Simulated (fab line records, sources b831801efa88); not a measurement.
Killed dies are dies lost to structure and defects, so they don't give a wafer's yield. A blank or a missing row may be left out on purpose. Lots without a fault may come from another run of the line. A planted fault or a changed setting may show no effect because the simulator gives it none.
fab line records | flow sky130
record lots=5 wafers=23
route steps=708 shown VT_ADJUST_HVTP@87 VT_ADJUST_LVTN@100 VT_ADJUST_HVTR@133 VT_ADJUST_PCH@145 SONOS_TUNNEL@160 SONOS_ONO@170
start_h: hours from the record's first day to the start of the lot's first wafer shown | wait_h: hours since the lot's step before | " the same as in the row above | L1.1+2: a row that stands for several wafers | - no value, or no start given | * or withheld: withheld | < > ~ a bound
route shown NAME@n: a module of which the file shows steps, and the number in the route of the first | usual: mean/standard deviation of fault-free wafers | same: alike in all rows | chamber/n: place in a boat | sites: the reading at each site | _std_site: their standard deviation | _edge_site: outer sites' mean less inner sites' | radius_mm: how far each site lies from the wafer's centre | mask NAME#n: copy n | behind: the tool/chamber that last shaped the wafer | hold: why the lot was held/for how many hours/how that ended | device: the transistor (n, p or np) that didn't switch | end of line: the same wafers' tests at the end of the route | a step without rows: its recipe alone | killed: dies lost to structure and defects at the first sort, not the wafer's yield | map: a wafer's dies, x killed, . not, _ none there
set.NAME: the setting as run; set.NAME@STEP: as run at that earlier step | model.NAME: the simulator's own value behind a step, which no gauge read
lots whose settings were changed on purpose; a table a step, a row a wafer
## steps
# step SKY_VT_ADJUST_HVTP_COAT_02
# recipe resist=NOVOLAK spin_rpm=3000 resist_thk_nm=1140
# columns lot.wafer tool chamber start_h wait_h set.spin_rpm model.NOVOLAK_of_VT_ADJUST_HVTP_COAT_02.thk_nm
L074.1 litho_track-01 0 125.88 0.1 3000 1141
L074.2 " 0 " " 3000 1142
L074.4 " 0 " " 2811 1178
L074.5 " 0 " " 2811 1180
L074.6 " 0 " " 3000 1144
L077.1 litho_track-02 0 135.53 0.1 3111 1118
L077.2 " 0 " " 3000 1138
L077.3 " 0 " " 3000 1141
L077.4 " 0 " " 3111 1119
L077.6 " 0 " " 3111 1120
L081.1 litho_track-02 0 161.03 0.1 3000 1141
L081.2 " 0 " " 3146 1113
L081.4 " 0 " " 3000 1139
L081.5 " 0 " " 3000 1140
L081.6 " 0 " " 3146 1114
L083.4+6 litho_track-01 0 165.90 0.1 3000 1142
L083.5 " 0 " " 3000 1140
L085.1+4 litho_track-01 0 177.97 0.1 3000 1142
L085.2 " 0 " " 3000 1140
L085.3 " 0 " " 3000 1138
L085.6 " 0 " " 3000 1143
# step SKY_VT_ADJUST_HVTP_SOFTBAKE_03
# recipe temp_c=90 time_s=60 resist=NOVOLAK
# step SKY_VT_ADJUST_HVTP_EXPOSE_04
# recipe mask_id=HVTPM na=0.6 source_shape=conventional sigma_outer=0.6 polarization=unpolarized target_cd_nm=380 dose_mj=140
# step SKY_VT_ADJUST_HVTP_IMPLANT_09
# recipe species=As energy_kev=150 dose_cm2=4.3e+12 tilt_deg=withheld
# step SKY_VT_ADJUST_HVTP_STRIP_10
# recipe chemistry=O2/N2 power_w=1400 pressure_mtorr=1500 platen_temp_c=withheld o2_flow_sccm=3000 n2_flow_sccm=300 overash_fraction=0.5
# usual strip_time_to_endpoint_s=14.17/0.033
# columns lot.wafer tool chamber start_h wait_h set.spin_rpm@VT_ADJUST_HVTP_COAT_02 strip_time_to_endpoint_s
L074.1 plasma_asher-04 1 135.49 0.1 3000 14.18
L074.2 " 0 " " 3000 14.20
L074.4 " 0 " " 2811 14.59
L074.5 " 1 " " 2811 14.60
L074.6 " 0 " " 3000 14.23
L077.1 plasma_asher-04 0 145.18 0.1 3111 13.92
L077.2 " 1 " " 3000 14.16
L077.3 " 1 " " 3000 14.20
L077.4 " 0 " " 3111 13.92
L077.6 " 1 " " 3111 13.94
L081.1 plasma_asher-03 0 171.78 0.1 3000 14.19
L081.2 " 1 " " 3146 13.86
L081.4 " 0 " " 3000 14.19
L081.5 " 1 " " 3000 14.17
L081.6 " 0 " " 3146 13.88
L083.4 plasma_asher-04 0 176.13 0.1 3000 14.20
L083.5 " 1 " " 3000 14.18
L083.6 " 0 " " 3000 14.21
L085.1 plasma_asher-04 0 188.99 0.1 3000 14.19
L085.2 " 1 " " 3000 14.19
L085.3 " 1 " " 3000 14.15
L085.4 " 0 " " 3000 14.21
L085.6 " 0 " " 3000 14.20
# step SKY_VT_ADJUST_LVTN_SOFTBAKE_03
# recipe temp_c=110 time_s=withheld
# columns lot.wafer tool chamber start_h wait_h set.temp_c
L074.1+5 litho_track-01 0 144.88 0.1 106.5
L074.2+4+6 " 0 " " 110
L077.1+3 litho_track-04 0 153.91 0.1 106.3
L077.2+4+6 " 0 " " 110
L081.1+4 litho_track-03 0 181.29 0.1 110
L081.2+5+6 " 0 " " 109
L083.4+5+6 litho_track-01 0 186.77 0.1 110
L085.1+2+3+4+6 litho_track-03 0 199.34 0.1 110
# step SKY_VT_ADJUST_LVTN_DEVELOP_06
# recipe wall_angle_deg=90 developer=TMAH develop_time_s=60 dev_temp_c=23
# columns lot.wafer tool chamber start_h wait_h set.develop_time_s set.temp_c@VT_ADJUST_LVTN_SOFTBAKE_03 model.coat_of_VT_ADJUST_LVTN_COAT_02.thk_nm
L074.1 litho_track-01 0 - - 60 106.5 3029
L074.2 " 0 " " 60 110 3008
L074.4 " 0 " " 63.93 110 3006
L074.5 " 0 " " 63.93 106.5 3037
L074.6 " 0 " " 63.93 110 3004
L077.1 litho_track-01 0 - - 53.91 106.3 3028
L077.2 " 0 " " 53.91 110 3003
L077.3 " 0 " " 60 106.3 3027
L077.4 " 0 " " 60 110 2998
L077.6 " 0 " " 60 110 2999
L081.1 litho_track-01 0 - - 60 110 2989
L081.2 " 0 " " 56.16 109 2992
L081.4 " 0 " " 56.16 110 2985
L081.5 " 0 " " 60 109 2991
L081.6 " 0 " " 56.16 109 2989
L083.4+5 litho_track-04 0 - - 60 110 2989
L083.6 " 0 " " 60 110 2994
L085.1 litho_track-03 0 - - 60 110 3007
L085.2 " 0 " " 64.7 110 2983
L085.3 " 0 " " 64.7 110 2997
L085.4 " 0 " " 64.7 110 2994
L085.6 " 0 " " 60 110 2989
# step SKY_VT_ADJUST_LVTN_IMPLANT_08
# recipe species=B energy_kev=30 dose_cm2=1.57e+12 tilt_deg=withheld
# step SKY_VT_ADJUST_LVTN_STRIP_09
# recipe chemistry=O2/N2 power_w=1400 pressure_mtorr=1500 platen_temp_c=withheld o2_flow_sccm=3000 n2_flow_sccm=300 overash_fraction=0.5
# usual strip_time_to_endpoint_s=36.89/0.11
# columns lot.wafer tool chamber start_h wait_h set.temp_c@VT_ADJUST_LVTN_SOFTBAKE_03 strip_time_to_endpoint_s
L074.1 plasma_asher-04 1 153.76 0.1 106.5 37.30
L074.2 " 0 " " 110 37.05
L074.4 " 1 " " 110 37.03
L074.5 " 1 " " 106.5 37.41
L074.6 " 0 " " 110 37.01
L077.1 plasma_asher-01 1 163.66 0.1 106.3 37.30
L077.2 " 0 " " 110 37.00
L077.3 " 0 " " 106.3 37.30
L077.4 " 1 " " 110 36.95
L077.6 " 1 " " 110 36.93
L081.1 plasma_asher-04 0 192.46 0.1 110 36.82
L081.2 " 1 " " 109 36.88
L081.4 " 0 " " 110 36.79
L081.5 " 0 " " 109 36.86
L081.6 " 1 " " 109 36.83
L083.4 plasma_asher-03 1 197.48 0.1 110 36.84
L083.5 " 1 " " 110 36.84
L083.6 " 0 " " 110 36.90
L085.1 plasma_asher-03 1 210.97 0.1 110 37.05
L085.2 " 0 " " 110 36.76
L085.3 " 0 " " 110 36.94
L085.4 " 1 " " 110 36.89
L085.6 " 0 " " 110 36.82
# step SKY_VT_ADJUST_HVTR_COAT_02
# recipe resist=NOVOLAK spin_rpm=3000 resist_thk_nm=1140
# columns lot.wafer tool chamber start_h wait_h set.resist_thk_nm model.NOVOLAK_of_VT_ADJUST_HVTR_COAT_02.thk_nm
L074.1 litho_track-04 0 205.46 0.1 1140 1132
L074.2+4 " 0 " " 1098 1088
L074.5 " 0 " " 1140 1127
L074.6 " 0 " " 1140 1128
L077.1+3 litho_track-04 0 216.81 0.1 1207 1200
L077.2 " 0 " " 1207 1202
L077.4 " 0 " " 1140 1134
L077.6 " 0 " " 1140 1133
L081.1+5 litho_track-03 0 248.99 0.1 1168 1161
L081.2 " 0 " " 1140 1131
L081.4 " 0 " " 1168 1167
L081.6 " 0 " " 1140 1135
L083.4+5 litho_track-03 0 255.81 0.1 1140 1137
L083.6 " 0 " " 1140 1136
L085.1 litho_track-04 0 271.26 0.1 1140 1137
L085.2+4 " 0 " " 1140 1139
L085.3+6 " 0 " " 1140 1136
# step SKY_VT_ADJUST_HVTR_SOFTBAKE_03
# recipe temp_c=90 time_s=60 resist=NOVOLAK
# columns lot.wafer tool chamber start_h wait_h set.time_s set.resist_thk_nm@VT_ADJUST_HVTR_COAT_02 model.NOVOLAK_of_VT_ADJUST_HVTR_COAT_02.thk_nm
L074.1 litho_track-04 0 205.61 0.1 60 1140 1132
L074.2+4 " 0 " " 60 1098 1088
L074.5 " 0 " " 60 1140 1127
L074.6 " 0 " " 60 1140 1128
L077.1 litho_track-04 0 216.96 0.1 60 1207 1200
L077.2 " 0 " " 60 1207 1202
L077.3 " 0 " " 68.1 1207 1197
L077.4 " 0 " " 68.1 1140 1131
L077.6 " 0 " " 60 1140 1133
L081.1+5 litho_track-03 0 249.14 0.1 60 1168 1161
L081.2 " 0 " " 60 1140 1131
L081.4 " 0 " " 67.75 1168 1164
L081.6 " 0 " " 67.75 1140 1133
L083.4+5 litho_track-03 0 255.96 0.1 60 1140 1137
L083.6 " 0 " " 60 1140 1136
L085.1 litho_track-04 0 271.41 0.1 52.55 1140 1137
L085.2 " 0 " " 52.55 1140 1139
L085.3 " 0 " " 52.55 1140 1136
L085.4 " 0 " " 60 1140 1139
L085.6 " 0 " " 60 1140 1136
# step SKY_VT_ADJUST_HVTR_EXPOSE_04
# recipe mask_id=HVTRM target_cd_nm=380 na=0.6 source_shape=conventional sigma_outer=0.6 dose_mj=150
# step SKY_VT_ADJUST_HVTR_PEB_05
# recipe temp_c=withheld time_s=* resist=NOVOLAK
# step SKY_VT_ADJUST_HVTR_DEVELOP_06
# recipe develop_time_s=57.6 dev_temp_c=23
# columns lot.wafer tool chamber start_h wait_h set.resist_thk_nm@VT_ADJUST_HVTR_COAT_02 model.VT_ADJUST_HVTR.cd_nm
L074.1 litho_track-02 0 216.78 0.1 1140 379.7
L074.2 " 0 " " 1098 383.1
L074.4 " 0 " " 1098 383.5
L074.5 " 0 " " 1140 381.8
L074.6 " 0 " " 1140 381.2
L077.1+3 litho_track-03 0 227.84 0.1 1207 374.6
L077.2 " 0 " " 1207 373.4
L077.4 " 0 " " 1140 380
L077.6 " 0 " " 1140 381.2
L081.1 litho_track-02 0 261.18 0.1 1168 372
L081.2+6 " 0 " " 1140 376.9
L081.4 " 0 " " 1168 373
L081.5 " 0 " " 1168 374.2
L083.4 litho_track-04 0 268.13 0.1 1140 381.7
L083.5 " 0 " " 1140 382.5
L083.6 " 0 " " 1140 385.7
L085.1 litho_track-03 0 283.19 0.1 1140 381.8
L085.2 " 0 " " 1140 381.6
L085.3 " 0 " " 1140 383
L085.4 " 0 " " 1140 382
L085.6 " 0 " " 1140 384.1
# step SKY_VT_ADJUST_HVTR_CD_MEAS_07
# recipe target_cd_nm=380
# usual cd_nm=379.8/2.5
# columns lot.wafer tool chamber start_h wait_h set.resist_thk_nm@VT_ADJUST_HVTR_COAT_02 cd_nm
L074.1 cd_sem-01 - 216.93 0.1 1140 379.8
L074.2 " - " " 1098 383.1
L074.4 " - " " 1098 383.6
L074.5 " - " " 1140 381.9
L074.6 " - " " 1140 381.1
L077.1 cd_sem-02 - 227.99 0.1 1207 374.6
L077.2 " - " " 1207 373.4
L077.3 " - " " 1207 374.4
L077.4 " - " " 1140 379.6
L077.6 " - " " 1140 381.3
L081.1 cd_sem-02 - 261.33 0.1 1168 372.0
L081.2 " - " " 1140 376.9
L081.4 " - " " 1168 373.2
L081.5 " - " " 1168 373.9
L081.6 " - " " 1140 376.9
L083.4 cd_sem-01 - 268.27 0.1 1140 381.8
L083.5 " - " " 1140 382.7
L083.6 " - " " 1140 385.9
L085.1 cd_sem-01 - 283.34 0.1 1140 382.1
L085.2 " - " " 1140 381.4
L085.3 " - " " 1140 383.5
L085.4 " - " " 1140 382.1
L085.6 " - " " 1140 384.1
# step SKY_VT_ADJUST_HVTR_IMPLANT_09
# recipe species=B energy_kev=10 dose_cm2=2.1e+12 tilt_deg=withheld
# step SKY_VT_ADJUST_HVTR_STRIP_10
# recipe chemistry=O2/N2 power_w=1400 pressure_mtorr=1500 platen_temp_c=withheld o2_flow_sccm=3000 n2_flow_sccm=300 overash_fraction=0.5
# usual strip_time_to_endpoint_s=14.13/0.044
# columns lot.wafer tool chamber start_h wait_h set.resist_thk_nm@VT_ADJUST_HVTR_COAT_02 strip_time_to_endpoint_s
L074.1 plasma_asher-01 1 217.23 0.1 1140 14.06
L074.2 " 0 " " 1098 13.55
L074.4 " 1 " " 1098 13.56
L074.5 " 1 " " 1140 14.02
L074.6 " 0 " " 1140 14.05
L077.1 plasma_asher-04 1 228.29 0.1 1207 14.83
L077.2 " 0 " " 1207 14.86
L077.3 " 0 " " 1207 14.81
L077.4 " 1 " " 1140 14.08
L077.6 " 1 " " 1140 14.09
L081.1 plasma_asher-01 1 261.63 0.1 1168 14.39
L081.2 " 0 " " 1140 14.08
L081.4 " 1 " " 1168 14.43
L081.5 " 1 " " 1168 14.40
L081.6 " 0 " " 1140 14.09
L083.4 plasma_asher-02 1 268.55 0.1 1140 14.15
L083.5 " 1 " " 1140 14.14
L083.6 " 0 " " 1140 14.13
L085.1 plasma_asher-04 0 283.64 0.1 1140 14.16
L085.2 " 1 " " 1140 14.20
L085.3 " 0 " " 1140 14.14
L085.4 " 1 " " 1140 14.16
L085.6 " 1 " " 1140 14.14
# step SKY_VT_ADJUST_PCH_COAT_02
# recipe spin_rpm=2000 resist_thk_nm=3000
# columns lot.wafer tool chamber start_h wait_h set.spin_rpm model.coat_of_VT_ADJUST_PCH_COAT_02.thk_nm
L074.1 litho_track-03 0 228.29 0.1 2000 2997
L074.2 " 0 " " 2103 2920
L074.4 " 0 " " 2103 2923
L074.5 " 0 " " 2103 2930
L074.6 " 0 " " 2000 2992
L077.1 litho_track-03 0 240.49 0.1 2000 2998
L077.2 " 0 " " 1960 3027
L077.3 " 0 " " 2000 2999
L077.4 " 0 " " 1960 3021
L077.6 " 0 " " 2000 3004
L081.1 litho_track-01 0 273.77 0.1 2000 2998
L081.2 " 0 " " 2000 2987
L081.4 " 0 " " 2000 2999
L081.5 " 0 " " 1958 3018
L081.6 " 0 " " 1958 3038
L083.4 litho_track-02 0 280.40 0.1 2000 3019
L083.5 " 0 " " 2000 3025
L083.6 " 0 " " 2000 3022
L085.1 litho_track-02 0 296.13 0.1 2000 2994
L085.2 " 0 " " 2136 2899
L085.3 " 0 " " 2000 2997
L085.4 " 0 " " 2136 2898
L085.6 " 0 " " 2136 2896
# step SKY_VT_ADJUST_PCH_IMPLANT_08
# recipe species=B energy_kev=10 dose_cm2=5e+11 tilt_deg=withheld
# columns lot.wafer tool chamber start_h wait_h set.dose_cm2
L074.1+4 implanter-04 0 241.22 0.0 5e+11
L074.2+5+6 " 0 " " 5.288e+11
L077.1+3 implanter-01 0 252.37 0.0 4.639e+11
L077.2+4+6 " 0 " " 5e+11
L081.1+2+6 implanter-02 0 285.92 0.0 4.871e+11
L081.4+5 " 0 " " 5e+11
L083.4+5+6 implanter-02 0 293.15 0.1 5e+11
L085.1+2+3+4+6 implanter-01 0 309.01 0.0 5e+11
# step SKY_VT_ADJUST_PCH_STRIP_09
# recipe chemistry=O2/N2 power_w=1400 pressure_mtorr=1500 platen_temp_c=withheld o2_flow_sccm=3000 n2_flow_sccm=300 overash_fraction=0.5
# usual strip_time_to_endpoint_s=36.91/0.1
# columns lot.wafer tool chamber start_h wait_h set.spin_rpm@VT_ADJUST_PCH_COAT_02 strip_time_to_endpoint_s
L074.1 plasma_asher-02 1 241.37 0.1 2000 36.87
L074.2 " 0 " " 2103 36.02
L074.4 " 0 " " 2103 36.05
L074.5 " 1 " " 2103 36.10
L074.6 " 0 " " 2000 36.81
L077.1 plasma_asher-03 1 252.52 0.1 2000 36.89
L077.2 " 0 " " 1960 37.23
L077.3 " 0 " " 2000 36.91
L077.4 " 1 " " 1960 37.15
L077.6 " 0 " " 2000 36.95
L081.1 plasma_asher-03 1 286.07 0.1 2000 36.89
L081.2 " 0 " " 2000 36.76
L081.4 " 1 " " 2000 36.90
L081.5 " 0 " " 1958 37.13
L081.6 " 1 " " 1958 37.37
L083.4 plasma_asher-03 0 293.26 0.1 2000 37.15
L083.5 " 1 " " 2000 37.21
L083.6 " 0 " " 2000 37.16
L085.1 plasma_asher-02 0 309.16 0.1 2000 36.85
L085.2 " 1 " " 2136 35.77
L085.3 " 0 " " 2000 36.87
L085.4 " 1 " " 2136 35.75
L085.6 " 1 " " 2136 35.72
# step SKY_VT_ADJUST_PCH_TW_MEAS_10
# usual VT_ADJUST_PCH_TW=141.5/1.3
# columns lot.wafer tool chamber start_h wait_h set.dose_cm2@VT_ADJUST_PCH_IMPLANT_08 VT_ADJUST_PCH_TW
L074.1 film_metro-01 - 241.47 0.1 5e+11 139.6
L074.2 " - " " 5.288e+11 141.5
L074.4 " - " " 5e+11 140.3
L074.5 " - " " 5.288e+11 142.4
L074.6 " - " " 5.288e+11 141.5
L077.1 film_metro-03 - 252.62 0.1 4.639e+11 140.0
L077.2 " - " " 5e+11 143.0
L077.3 " - " " 4.639e+11 139.8
L077.4 " - " " 5e+11 144.5
L077.6 " - " " 5e+11 143.3
L081.1 film_metro-01 - 286.17 0.1 4.871e+11 139.3
L081.2 " - " " 4.871e+11 139.3
L081.4 " - " " 5e+11 140.5
L081.5 " - " " 5e+11 140.2
L081.6 " - " " 4.871e+11 139.3
L083.4 film_metro-01 - 293.36 0.1 5e+11 140.3
L083.5 " - " " 5e+11 140.8
L083.6 " - " " 5e+11 139.7
L085.1 film_metro-01 - 309.26 0.1 5e+11 140.9
L085.2 " - " " 5e+11 140.4
L085.3 " - " " 5e+11 140.1
L085.4 " - " " 5e+11 139.2
L085.6 " - " " 5e+11 140.2
# step SKY_SONOS_TUNNEL_DEVELOP_06
# recipe resist=NOVOLAK developer=TMAH develop_time_s=60 dev_temp_c=23
# columns lot.wafer tool chamber start_h wait_h set.develop_time_s
L074.1+2+6 litho_track-01 0 265.87 0.1 55.99
L074.4+5 " 0 " " 60
L077.1+2+3+4+6 litho_track-03 0 277.09 0.1 60
L081.1+6 litho_track-01 0 311.32 0.1 54.98
L081.2+4+5 " 0 " " 60
L083.4+5+6 litho_track-04 0 319.18 0.1 60
L085.1+4 litho_track-04 0 335.06 0.1 60
L085.2+3+6 " 0 " " 57.61
# step SKY_SONOS_TUNNEL_CD_MEAS_07
# recipe target_cd_nm=410
# usual cd_nm=410.8/2.4
# columns lot.wafer tool chamber start_h wait_h set.develop_time_s@SONOS_TUNNEL_DEVELOP_06 cd_nm
L074.1 cd_sem-02 - 266.02 0.1 55.99 405.1
L074.2 " - " " 55.99 404.8
L074.4 " - " " 60 412.7
L074.5 " - " " 60 410.0
L074.6 " - " " 55.99 405.0
L077.1 cd_sem-02 - 277.24 0.1 60 412.3
L077.2 " - " " 60 413.3
L077.3 " - " " 60 407.7
L077.4 " - " " 60 413.0
L077.6 " - " " 60 410.4
L081.1 cd_sem-02 - 311.47 0.1 54.98 400.2
L081.2 " - " " 60 409.4
L081.4 " - " " 60 410.2
L081.5 " - " " 60 409.2
L081.6 " - " " 54.98 399.7
L083.4 cd_sem-02 - 319.32 0.1 60 407.2
L083.5 " - " " 60 406.9
L083.6 " - " " 60 406.8
L085.1 cd_sem-01 - 335.21 0.1 60 407.0
L085.2 " - " " 57.61 405.8
L085.3 " - " " 57.61 405.2
L085.4 " - " " 60 409.0
L085.6 " - " " 57.61 404.5
# step SKY_SONOS_ONO_CVD_02
# recipe material=Si3N4 precursor=DCS/NH3 target_thk_nm=10.5 temp_c=770 time_s=180 pressure_mtorr=250
# columns lot.wafer tool chamber start_h wait_h set.time_s model.Si3N4_of_SONOS_ONO_CVD_02.thk_nm
L074.1 - - - 0.1 190.5 10.94
L074.2 " - " " 190.5 11
L074.4 " - " " 190.5 11.03
L074.5 " - " " 190.5 10.97
L074.6 " - " " 190.5 10.89
L077.1 - - - 0.1 170.6 9.859
L077.2 " - " " 170.6 9.72
L077.3 " - " " 170.6 9.854
L077.4 " - " " 170.6 9.851
L077.6 " - " " 170.6 9.954
L081.1 - - - 0.5 170.2 9.788
L081.2 " - " " 170.2 9.712
L081.4 " - " " 170.2 9.808
L081.5 " - " " 170.2 9.725
L081.6 " - " " 170.2 9.839
L083.4 lpcvd-02 0 322.31 0.0 180 10.15
L083.5 " 0 " " 180 10.02
L083.6 " 0 " " 180 10.13
L085.1 - - - 90.5 171.8 9.872
L085.2+3 " - " " 171.8 9.931
L085.4 " - " " 171.8 9.885
L085.6 " - " " 171.8 9.871
# step SKY_SONOS_ONO_THK_MEAS_03
# recipe reads=Si3N4_of_SONOS_ONO_CVD_02
# usual SONOS_ONO_CVD_02_THK=10.37/0.14
# columns lot.wafer tool chamber start_h wait_h set.time_s@SONOS_ONO_CVD_02 SONOS_ONO_CVD_02_THK[nm]
L074.1 film_metro-03 - - - 190.5 10.89
L074.2 " - " " 190.5 10.94
L074.4 " - " " 190.5 11.01
L074.5 " - " " 190.5 10.96
L074.6 " - " " 190.5 10.85
L077.1 film_metro-01 - - - 170.6 9.86
L077.2 " - " " 170.6 9.74
L077.3 " - " " 170.6 9.83
L077.4 " - " " 170.6 9.80
L077.6 " - " " 170.6 9.97
L081.1 film_metro-01 - - - 170.2 9.75
L081.2 " - " " 170.2 9.71
L081.4 " - " " 170.2 9.82
L081.5 " - " " 170.2 9.72
L081.6 " - " " 170.2 9.85
L083.4 film_metro-02 - 323.39 0.0 180 10.16
L083.5 " - " " 180 10.07
L083.6 " - " " 180 10.13
L085.1 film_metro-03 - - - 171.8 9.89
L085.2 " - " " 171.8 10.01
L085.3 " - " " 171.8 9.98
L085.4 " - " " 171.8 9.87
L085.6 " - " " 171.8 9.88
## key
split step=SKY_VT_ADJUST_HVTP_COAT_02 setting=spin_rpm stated=3000 by=wafer
response step=SKY_VT_ADJUST_HVTP_COAT_02 reading=model.NOVOLAK_of_VT_ADJUST_HVTP_COAT_02.thk_nm change=-5.68 per=1% r=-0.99
response step=SKY_VT_ADJUST_HVTP_STRIP_10 reading=strip_time_to_endpoint_s change=* per=1% r=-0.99
split step=SKY_VT_ADJUST_LVTN_SOFTBAKE_03 setting=temp_c stated=110 by=wafer
response step=SKY_VT_ADJUST_LVTN_DEVELOP_06 reading=model.coat_of_VT_ADJUST_LVTN_COAT_02.thk_nm change=-8.15 per=1% r=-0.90
response step=SKY_VT_ADJUST_LVTN_STRIP_09 reading=strip_time_to_endpoint_s change=* per=1% r=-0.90
split step=SKY_VT_ADJUST_LVTN_DEVELOP_06 setting=develop_time_s stated=60 by=wafer
response none clear
split step=SKY_VT_ADJUST_HVTR_COAT_02 setting=resist_thk_nm stated=1140 by=wafer
response step=SKY_VT_ADJUST_HVTR_COAT_02 reading=model.NOVOLAK_of_VT_ADJUST_HVTR_COAT_02.thk_nm change=+11.4 per=1% r=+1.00
response step=SKY_VT_ADJUST_HVTR_SOFTBAKE_03 reading=model.NOVOLAK_of_VT_ADJUST_HVTR_COAT_02.thk_nm change=+11.5 per=1% r=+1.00
response step=SKY_VT_ADJUST_HVTR_DEVELOP_06 reading=model.VT_ADJUST_HVTR.cd_nm change=-1.03 per=1% r=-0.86
response step=SKY_VT_ADJUST_HVTR_CD_MEAS_07 reading=cd_nm change=-1.02 per=1% r=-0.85
response step=SKY_VT_ADJUST_HVTR_STRIP_10 reading=strip_time_to_endpoint_s change=* per=1% r=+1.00
split step=SKY_VT_ADJUST_HVTR_SOFTBAKE_03 setting=time_s stated=60 by=wafer
response none clear
split step=SKY_VT_ADJUST_PCH_COAT_02 setting=spin_rpm stated=2000 by=wafer
response step=SKY_VT_ADJUST_PCH_COAT_02 reading=model.coat_of_VT_ADJUST_PCH_COAT_02.thk_nm change=-14.1 per=1% r=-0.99
response step=SKY_VT_ADJUST_PCH_STRIP_09 reading=strip_time_to_endpoint_s change=* per=1% r=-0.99
split step=SKY_VT_ADJUST_PCH_IMPLANT_08 setting=dose_cm2 stated=5e+11 by=wafer
response step=SKY_VT_ADJUST_PCH_TW_MEAS_10 reading=VT_ADJUST_PCH_TW change=+0.432 per=1% r=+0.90
split step=SKY_SONOS_TUNNEL_DEVELOP_06 setting=develop_time_s stated=60 by=wafer
response step=SKY_SONOS_TUNNEL_CD_MEAS_07 reading=cd_nm change=+1.03 per=1% r=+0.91
split step=SKY_SONOS_ONO_CVD_02 setting=time_s stated=180 by=lot
response step=SKY_SONOS_ONO_CVD_02 reading=model.Si3N4_of_SONOS_ONO_CVD_02.thk_nm change=+0.1 per=1% r=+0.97
response step=SKY_SONOS_ONO_THK_MEAS_03 reading=SONOS_ONO_CVD_02_THK change=+0.0968 per=1% r=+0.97
